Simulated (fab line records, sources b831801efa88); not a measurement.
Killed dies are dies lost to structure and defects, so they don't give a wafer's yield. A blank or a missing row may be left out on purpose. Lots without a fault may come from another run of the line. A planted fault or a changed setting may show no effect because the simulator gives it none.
Which tool did it? | flow sky130 | 13 lots, 39 wafers sampled, at 1 step of a route of 708

WHAT THE GAUGES READ, wafer by wafer
SKY_SONOS_TUNNEL_OVL_MEAS_08. Usual: SONOS_TUNNEL_OVL -0.8 nm, standard deviation 1.1.
lot  | measured     | on         | SONOS_TUNNEL_OVL (nm) | flag
L532 | day 11 01:50 | overlay-01 | -1.7 -0.9 -0.2        |
L533 | day 11 03:29 | overlay-01 | -1.0 -0.9 -2.1        |
L534 | day 11 18:56 | overlay-01 | 0.1 -1.1 -1.8         |
L535 | day 12 16:12 | overlay-02 | -1.0 0.0 -1.7         |
L536 | day 12 20:29 | overlay-01 | -0.3 -0.2 -1.7        |
L537 | day 13 08:15 | overlay-01 | -0.9 0.4 0.3          |
L540 | day 14 00:47 | overlay-02 | -0.7 -0.8 -1.0        |
L545 | day 15 12:50 | overlay-01 | -2.1 -2.5 -2.4        |
L547 | day 15 22:59 | overlay-01 | -2.4 0.0 -1.3         |
L551 | day 17 17:52 | overlay-01 | -2.0 -2.5 -1.8        |
L553 | day 18 16:36 | overlay-02 | -1.9 0.6 -0.1         |
L552 | day 18 19:31 | overlay-01 | -0.5 -1.3 -0.1        |
L555 | day 19 01:12 | overlay-01 | -0.7 -0.2 -1.5        |

WHICH TOOL RAN EACH LOT (tool, then ch and the chambers of the sampled wafers, then the start)
The record holds no process step before these readings.

WHAT THE TOOLS THEMSELVES READ (means of the sampled wafers that have a number; where no wafer has one, the mark that the record gives instead)
The record holds no such reading with a usual standard deviation.

THE ANSWER, worked out from the rows above alone
Rule: a lot is off if the mean of its wafers that have a number lies more than 3 standard deviations from the usual mean. A lot without any number at a reading at which 4 lots or more have one is off too. The other lots that the step has rows for count as sound. The gauges are gone through in route order, then the tools' own readings, and for those a lot's mean is taken as printed above. The first step at which some lot is off is used, and at that step the reading that is off furthest; a lot without a number counts as furthest.
No lot is off at any reading shown: from this, nothing can be told.

WHAT THE SIMULATOR HAD PUT IN
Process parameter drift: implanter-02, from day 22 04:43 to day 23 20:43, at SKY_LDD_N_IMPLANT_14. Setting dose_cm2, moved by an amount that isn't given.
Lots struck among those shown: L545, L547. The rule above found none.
